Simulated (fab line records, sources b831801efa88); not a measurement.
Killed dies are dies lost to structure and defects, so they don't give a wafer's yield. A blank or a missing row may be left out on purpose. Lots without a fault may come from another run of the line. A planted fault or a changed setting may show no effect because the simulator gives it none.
fab line records | flow gf180mcu
record lots=14 wafers=42 last_day=34
route steps=602 shown MIM@503
lots that met no fault: from a run of the same line without faults
start_h: hours from the record's first day to the start of the lot's first wafer shown | wait_h: hours since the lot's step before | " the same as in the row above | L1.1+2: a row that stands for several wafers | - no value, or no start given | * or withheld: withheld | < > ~ a bound
route shown NAME@n: a module of which the file shows steps, and the number in the route of the first | usual: mean/standard deviation of fault-free wafers | same: alike in all rows | chamber/n: place in a boat | sites: the reading at each site | _std_site: their standard deviation | _edge_site: outer sites' mean less inner sites' | radius_mm: how far each site lies from the wafer's centre | mask NAME#n: copy n | behind: the tool/chamber that last shaped the wafer | hold: why the lot was held/for how many hours/how that ended | device: the transistor (n, p or np) that didn't switch | end of line: the same wafers' tests at the end of the route | a step without rows: its recipe alone | killed: dies lost to structure and defects at the first sort, not the wafer's yield | map: a wafer's dies, x killed, . not, _ none there
set.NAME: the setting as run; set.NAME@STEP: as run at that earlier step | model.NAME: the simulator's own value behind a step, which no gauge read
steps of the route over a sample of lots; a table a step, a row a wafer
services: from which hour (start_h, from the record's first day; less than 0 if before it) a tool's chamber was out of use, for how many hours, and why
## steps
# step GF_MIM_SPUTTER_00
# recipe material=Ti target_thk_nm=37.5 arriving_ion_energy_ev=80 substrate_temp_c=200 chamber_pressure_pa=2 power_w=4000 time_s=150
# usual cathode_dc_power_W=4000.0/0.69 chamber_pressure_pa=2.000/0.0041 throttle_valve_pct=30.5/1.1
# columns lot.wafer tool chamber start_h wait_h cathode_dc_power_W chamber_pressure_pa throttle_valve_pct
L454.2 pvd_sputter-04 - 562.67 0.2 3999.9 1.998 31.9
L454.3 " - " " 3999.8 1.995 31.7
L454.5 " - " " 3999.8 1.998 31.5
L455.2 pvd_sputter-03 - 573.96 0.1 4000.2 1.999 30.9
L455.3 " - " " 4001.1 1.998 28.7
L455.6 " - " " 4000.1 1.999 31.4
L458.1 pvd_sputter-04 - 595.27 0.1 4000.4 2.001 31.8
L458.3 " - " " 3999.6 1.999 30.0
L458.6 " - " " 4000.1 2.006 30.1
L457.1 pvd_sputter-04 - 597.26 0.1 4000.7 2.002 30.1
L457.2 " - " " 4001.2 1.998 31.4
L457.6 " - " " 3999.2 1.996 31.6
L460.1 pvd_sputter-02 - 612.78 0.1 4000.7 1.998 31.8
L460.2 " - " " 3999.1 2.001 30.4
L460.6 " - " " 4000.4 2.003 30.3
L461.1 pvd_sputter-04 - 619.16 0.2 3999.8 2.004 31.7
L461.3 " - " " 4000.3 1.997 28.9
L461.4 " - " " 3999.2 2.003 30.5
L463.3 pvd_sputter-02 - 637.02 0.2 3998.7 2.004 31.6
L463.5 " - " " 3998.7 1.997 30.2
L463.6 " - " " 3999.8 2.003 31.2
L464.1 pvd_sputter-02 - 642.65 0.1 3999.3 2.002 30.3
L464.2 " - " " 4000.5 2.004 31.7
L464.6 " - " " 4000.9 1.995 31.2
L467.1 pvd_sputter-04 - 673.87 0.1 3999.7 1.998 31.3
L467.4 " - " " 4000.8 1.998 30.5
L467.6 " - " " 4000.6 1.995 30.1
L469.1 pvd_sputter-03 - 680.67 0.1 3999.3 2.007 28.4
L469.2 " - " " 3998.1 2.005 29.6
L469.4 " - " " 3999.9 1.997 30.4
L470.3 pvd_sputter-03 - 686.41 0.1 4000.8 2.000 29.6
L470.4 " - " " 4000.4 1.998 30.4
L470.6 " - " " 3999.8 1.999 29.8
L475.1 pvd_sputter-04 - 719.75 0.1 4000.2 1.997 32.0
L475.2 " - " " 4000.8 2.000 28.8
L475.4 " - " " 4000.0 2.003 30.2
L476.1 pvd_sputter-03 - 725.71 0.2 3999.9 1.992 29.4
L476.3 " - " " 4000.4 1.996 28.4
L476.6 " - " " 4000.8 2.001 28.6
L477.2 pvd_sputter-04 - 734.07 0.1 4000.2 2.002 30.4
L477.3 " - " " 3999.1 2.005 31.6
L477.4 " - " " 4000.3 2.005 31.7
# step GF_MIM_SPUTTER_04
# recipe material=TiN target_thk_nm=50 power_w=6500 time_s=41.7 chamber_pressure_pa=0.4
# usual cathode_dc_power_W=6500.0/1.1 chamber_pressure_pa=0.3999/0.00073 throttle_valve_pct=30.5/1.1
# columns lot.wafer tool chamber start_h wait_h cathode_dc_power_W chamber_pressure_pa throttle_valve_pct
L454.2 pvd_sputter-04 - 562.85 0.0 6498.2 0.4005 31.8
L454.3 " - " " 6500.4 0.3992 31.6
L454.5 " - " " 6501.9 0.3996 31.8
L455.2 pvd_sputter-03 - 574.14 0.0 6499.5 0.4004 30.7
L455.3 " - " " 6499.7 0.4006 28.8
L455.6 " - " " 6499.3 0.4010 31.3
L458.1 pvd_sputter-04 - 595.45 0.0 6500.0 0.4002 31.4
L458.3 " - " " 6499.4 0.4007 29.8
L458.6 " - " " 6499.9 0.4012 30.1
L457.1 pvd_sputter-04 - 597.44 0.0 6502.5 0.3996 30.1
L457.2 " - " " 6499.2 0.4003 31.3
L457.6 " - " " 6499.3 0.4018 31.8
L460.1 pvd_sputter-02 - 612.97 0.0 6500.2 0.3989 31.9
L460.2 " - " " 6501.8 0.4000 30.4
L460.6 " - " " 6500.1 0.4002 30.2
L461.1 pvd_sputter-04 - 619.34 0.0 6500.0 0.4000 31.7
L461.3 " - " " 6501.1 0.4002 28.6
L461.4 " - " " 6500.5 0.4001 30.0
L463.3 pvd_sputter-02 - 637.20 0.0 6500.5 0.4003 31.7
L463.5 " - " " 6499.5 0.3991 30.5
L463.6 " - " " 6499.7 0.3995 31.1
L464.1 pvd_sputter-02 - 642.83 0.0 6498.9 0.4005 30.2
L464.2 " - " " 6499.9 0.4001 31.4
L464.6 " - " " 6503.3 0.4005 31.3
L467.1 pvd_sputter-04 - 674.05 0.0 6498.9 0.4002 31.5
L467.4 " - " " 6499.7 0.3992 29.8
L467.6 " - " " 6499.8 0.4003 30.2
L469.1 pvd_sputter-03 - 680.85 0.0 6502.8 0.3994 28.6
L469.2 " - " " 6499.4 0.3992 29.5
L469.4 " - " " 6500.4 0.3998 30.8
L470.3 pvd_sputter-03 - 686.59 0.0 6499.0 0.3985 29.5
L470.4 " - " " 6499.9 0.3997 30.4
L470.6 " - " " 6498.8 0.4005 29.3
L475.1 pvd_sputter-04 - 719.93 0.0 6497.7 0.3998 31.6
L475.2 " - " " 6499.8 0.3998 29.2
L475.4 " - " " 6499.9 0.3997 30.1
L476.1 pvd_sputter-03 - 725.89 0.0 6501.8 0.3985 29.6
L476.3 " - " " 6500.5 0.4013 28.4
L476.6 " - " " 6500.9 0.4006 28.4
L477.2 pvd_sputter-04 - 734.25 0.0 6500.5 0.3989 30.0
L477.3 " - " " 6501.2 0.4004 31.5
L477.4 " - " " 6499.1 0.3999 31.1
# step GF_MIM_SPUTTER_07
# recipe material=TiN target_thk_nm=60 power_w=6500 time_s=50 chamber_pressure_pa=0.4
# usual cathode_dc_power_W=6500.1/1.2 chamber_pressure_pa=0.4001/0.00073 throttle_valve_pct=30.8/1.1
# columns lot.wafer tool chamber start_h wait_h cathode_dc_power_W chamber_pressure_pa throttle_valve_pct
L454.2 pvd_sputter-02 - 562.98 0.0 6499.0 0.4002 30.2
L454.3 " - " " 6501.5 0.4006 31.6
L454.5 " - " " 6500.8 0.3997 31.7
L455.2 pvd_sputter-04 - 574.27 0.0 6499.6 0.4001 31.7
L455.3 " - " " 6501.2 0.3996 31.7
L455.6 " - " " 6501.0 0.4005 31.7
L458.1 pvd_sputter-02 - 595.58 0.1 6500.7 0.3992 31.4
L458.3 " - " " 6498.7 0.4003 30.2
L458.6 " - " " 6499.8 0.4008 30.3
L457.1 pvd_sputter-02 - 597.57 0.1 6500.1 0.4008 30.4
L457.2 " - " " 6500.2 0.3997 31.6
L457.6 " - " " 6499.7 0.4010 31.7
L460.1 pvd_sputter-04 - 613.10 0.1 6502.9 0.3999 28.5
L460.2 " - " " 6500.5 0.4005 31.7
L460.6 " - " " 6501.2 0.4002 28.9
L461.1 pvd_sputter-02 - 619.47 0.1 6498.9 0.4001 31.7
L461.3 " - " " 6500.9 0.3998 31.8
L461.4 " - " " 6498.9 0.3990 31.1
L463.3 pvd_sputter-02 - 637.34 0.0 6499.8 0.3999 31.7
L463.5 " - " " 6499.6 0.3990 30.2
L463.6 " - " " 6502.0 0.4004 31.7
L464.1 pvd_sputter-03 - 642.96 0.1 6499.5 0.4013 31.1
L464.2 " - " " 6500.5 0.3998 29.4
L464.6 " - " " 6500.5 0.4012 31.3
L467.1 pvd_sputter-03 - 674.18 0.1 6498.3 0.3999 30.6
L467.4 " - " " 6499.4 0.4009 29.9
L467.6 " - " " 6500.0 0.4005 31.4
L469.1 pvd_sputter-02 - 680.98 0.1 - - -
L469.2 " - " " - - -
L469.4 " - " " - - -
L470.3 pvd_sputter-04 - 686.72 0.0 - - -
L470.4 " - " " - - -
L470.6 " - " " - - -
L475.1 pvd_sputter-03 - 720.06 0.1 6499.9 0.4003 28.6
L475.2 " - " " 6502.2 0.4004 31.2
L475.4 " - " " 6498.7 0.3989 29.5
L476.1 pvd_sputter-04 - 726.02 0.1 6498.4 0.4000 29.0
L476.3 " - " " 6501.7 0.4001 31.6
L476.6 " - " " 6502.3 0.4008 28.8
L477.2 pvd_sputter-03 - 734.38 0.0 6499.1 0.3990 29.6
L477.3 " - " " 6501.7 0.3994 31.5
L477.4 " - " " 6500.3 0.3995 30.4
# step GF_MIM_SPUTTER_08
# recipe material=AlCu target_thk_nm=200 power_w=10600 time_s=10.6 chamber_pressure_pa=0.4
# usual cathode_dc_power_W=10600/1.8 chamber_pressure_pa=0.4001/0.00088 throttle_valve_pct=30.7/1.1
# columns lot.wafer tool chamber start_h wait_h cathode_dc_power_W chamber_pressure_pa throttle_valve_pct
L454.2 pvd_sputter-02 - 563.02 0.0 10603 0.4006 30.4
L454.3 " - " " 10599 0.4017 31.8
L454.5 " - " " 10600 0.4000 31.8
L455.2 pvd_sputter-04 - 574.32 0.0 10599 0.4011 31.5
L455.3 " - " " 10597 0.3993 31.4
L455.6 " - " " 10596 0.3999 31.0
L458.1 pvd_sputter-02 - 595.63 0.0 10602 0.4013 31.3
L458.3 " - " " 10600 0.3995 30.1
L458.6 " - " " 10599 0.3992 30.1
L457.1 pvd_sputter-02 - 597.62 0.0 10601 0.3993 30.3
L457.2 " - " " 10601 0.4010 31.5
L457.6 " - " " 10601 0.3992 31.7
L460.1 pvd_sputter-04 - 613.14 0.0 10602 0.4004 28.5
L460.2 " - " " 10600 0.4024 31.7
L460.6 " - " " 10599 0.4011 28.7
L461.1 pvd_sputter-02 - 619.52 0.0 10601 0.4010 31.6
L461.3 " - " " 10598 0.4000 31.4
L461.4 " - " " 10599 0.3997 31.4
L463.3 pvd_sputter-02 - 637.38 0.0 10600 0.4003 31.8
L463.5 " - " " 10600 0.3998 30.1
L463.6 " - " " 10600 0.4006 32.0
L464.1 pvd_sputter-03 - 643.01 0.0 10600 0.3991 31.6
L464.2 " - " " 10600 0.3993 29.6
L464.6 " - " " 10598 0.3984 31.3
L467.1 pvd_sputter-03 - 674.22 0.0 10604 0.4001 30.6
L467.4 " - " " 10600 0.4001 29.5
L467.6 " - " " 10599 0.4008 31.3
L469.1 pvd_sputter-02 - 681.03 0.0 10601 0.3994 31.3
L469.2 " - " " 10599 0.4021 30.4
L469.4 " - " " 10602 0.3996 31.5
L470.3 pvd_sputter-04 - 686.77 0.0 10598 0.4001 28.6
L470.4 " - " " 10598 0.4001 30.0
L470.6 " - " " 10597 0.4007 31.5
L475.1 pvd_sputter-03 - 720.11 0.0 10601 0.4005 28.7
L475.2 " - " " 10598 0.4025 31.5
L475.4 " - " " 10603 0.4001 29.4
L476.1 pvd_sputter-04 - 726.06 0.0 10599 0.3986 28.6
L476.3 " - " " 10598 0.4000 31.7
L476.6 " - " " 10598 0.3996 28.8
L477.2 pvd_sputter-03 - 734.43 0.0 10596 0.4001 29.6
L477.3 " - " " 10600 0.4010 31.6
L477.4 " - " " 10602 0.3993 30.6
# step GF_MIM_METAL_ETCH_19
# recipe chemistry=Cl2/BCl3 mask_material=NOVOLAK stop_on=Si3N4 target_depth_nm=324.5 pressure_mtorr=8 icp_w=800 bias_w=140 Cl2_flow_sccm=80 bcl3_flow_sccm=40 time_s=54.1
# usual drypump_motor_current_A=5.7/0.33 oes_product_au=0.941/0.0066 throttle_valve_pct=28.284/0.01
# columns lot.wafer tool chamber start_h wait_h drypump_motor_current_A oes_product_au rf_hours_counter_h throttle_valve_pct
L454.2 rie_metal-04 0 583.97 0.1 5.7 0.934 11 28.293
L454.3 " 0 " " 5.7 0.942 - 28.278
L454.5 " 1 " " 5.5 0.933 - 28.287
L455.2 rie_metal-03 0 595.52 0.1 5.7 0.942 11 28.286
L455.3 " 1 " " 5.7 0.943 - 28.292
L455.6 " 1 " " 5.7 0.945 - 28.283
L458.1 rie_metal-03 0 615.86 0.1 5.7 0.948 12 28.274
L458.3 " 1 " " 5.8 0.945 - 28.274
L458.6 " 0 " " 5.7 0.950 - 28.276
L457.1 rie_metal-01 0 618.21 0.1 6.3 0.944 9 28.279
L457.2 " 0 " " 6.2 0.938 - 28.293
L457.6 " 0 " " 6.3 0.946 - 28.270
L460.1 rie_metal-04 1 633.48 0.1 5.5 0.939 11 28.283
L460.2 " 1 " " 5.5 0.927 - 28.307
L460.6 " 1 " " 5.5 0.944 - 28.273
L461.1 rie_metal-01 0 639.51 0.1 6.3 0.949 11 28.289
L461.3 " 1 " " 5.1 0.956 - 28.281
L461.4 " 0 " " 6.3 0.939 - 28.271
L463.3 rie_metal-04 1 657.25 0.1 5.5 0.932 - 28.293
L463.5 " 1 " " 5.5 0.943 - 28.282
L463.6 " 0 " " 5.6 0.945 - 28.282
L464.1 rie_metal-01 0 662.48 0.1 6.3 0.929 11 28.284
L464.2 " 1 " " 5.0 0.951 1 28.268
L464.6 " 1 " " 5.0 0.941 - 28.280
L467.1 rie_metal-04 1 693.27 0.1 5.5 0.940 13 28.295
L467.4 " 1 " " 5.5 0.943 - 28.285
L467.6 " 1 " " 5.5 0.944 - 28.285
L469.1 rie_metal-04 1 699.63 0.1 5.5 0.999 13 28.230
L469.2 " 0 " " 5.7 0.980 2 28.224
L469.4 " 1 " " 5.6 0.994 - 28.230
L470.3 rie_metal-01 0 705.34 0.1 6.2 0.990 - 28.224
L470.4 " 1 " " 5.0 0.989 - 28.237
L470.6 " 1 " " 5.0 0.984 - 28.214
L475.1 rie_metal-03 0 737.53 0.1 5.7 0.949 4 28.289
L475.2 " 1 " " 5.7 0.947 2 28.284
L475.4 " 1 " " 5.7 0.955 - 28.271
L476.1 rie_metal-03 0 743.38 0.1 5.7 0.947 4 28.288
L476.3 " 1 " " 5.7 0.936 - 28.271
L476.6 " 1 " " 5.7 0.945 - 28.295
L477.2 rie_metal-04 0 751.63 0.1 5.6 0.948 - 28.280
L477.3 " 0 " " 5.7 0.931 - 28.291
L477.4 " 0 " " 5.7 0.935 - 28.301
## services
# columns tool chamber start_h hours kind
pvd_sputter-04 - 546.64 8.8 repair
pvd_sputter-02 2 554.21 - consumable_replace:kit
pvd_sputter-02 2 554.21 18.0 scheduled_down
pvd_sputter-02 2 554.21 18.0 vent_cycle
rie_metal-04 0 563.18 12.8 repair
pvd_sputter-03 - 566.60 1.1 repair
pvd_sputter-04 0 581.38 - consumable_replace:kit
pvd_sputter-04 0 581.38 18.0 scheduled_down
pvd_sputter-04 0 581.38 18.0 vent_cycle
rie_metal-01 0 604.34 2.3 repair
pvd_sputter-03 - 609.95 7.4 repair
pvd_sputter-03 - 614.79 6.3 repair
pvd_sputter-02 - 649.45 1.7 repair
pvd_sputter-03 - 659.16 2.1 repair
pvd_sputter-02 1 660.78 - consumable_replace:kit
pvd_sputter-02 1 660.78 18.0 scheduled_down
pvd_sputter-02 1 660.78 18.0 vent_cycle
pvd_sputter-02 - 673.94 5.4 repair
pvd_sputter-03 - 696.49 2.0 repair
rie_metal-01 0 699.67 2.9 repair
pvd_sputter-04 3 707.41 - consumable_replace:kit
pvd_sputter-04 3 707.41 18.0 scheduled_down
pvd_sputter-04 3 707.41 18.0 vent_cycle
pvd_sputter-04 - 713.63 0.9 repair
## key
first_sign step=GF_MIM_SPUTTER_07 reading=tool_record direction=missing
effect step=GF_MIM_METAL_ETCH_19 reading=oes_product_au direction=up sigmas=7.4 usual=0.941 struck=0.989
met_at GF_MIM_SPUTTER_07
struck_lots L469,L470
later_rows_left_out L469.1,L469.2,L469.4,L470.3,L470.4,L470.6
sort_left_out L469.1,L469.2,L469.4,L470.3,L470.4,L470.6
not_acting_at GF_MIM_SPUTTER_00,GF_MIM_SPUTTER_04,GF_MIM_SPUTTER_08
onset_between 637.34 680.98
fault kind=skipped_step_whole tool=pvd_sputter-02,pvd_sputter-04 chamber=- onset_h=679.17 steps=GF_MIM_SPUTTER_07 scope=struck_lots_only
# sort_left_out: the simulated sort isn't trusted on such a fault, so these wafers' sort isn't shown, and their yield isn't known
# later_rows_left_out: the simulator's readings of these wafers behind a module that went badly wrong aren't trusted and aren't shown, but for the sort
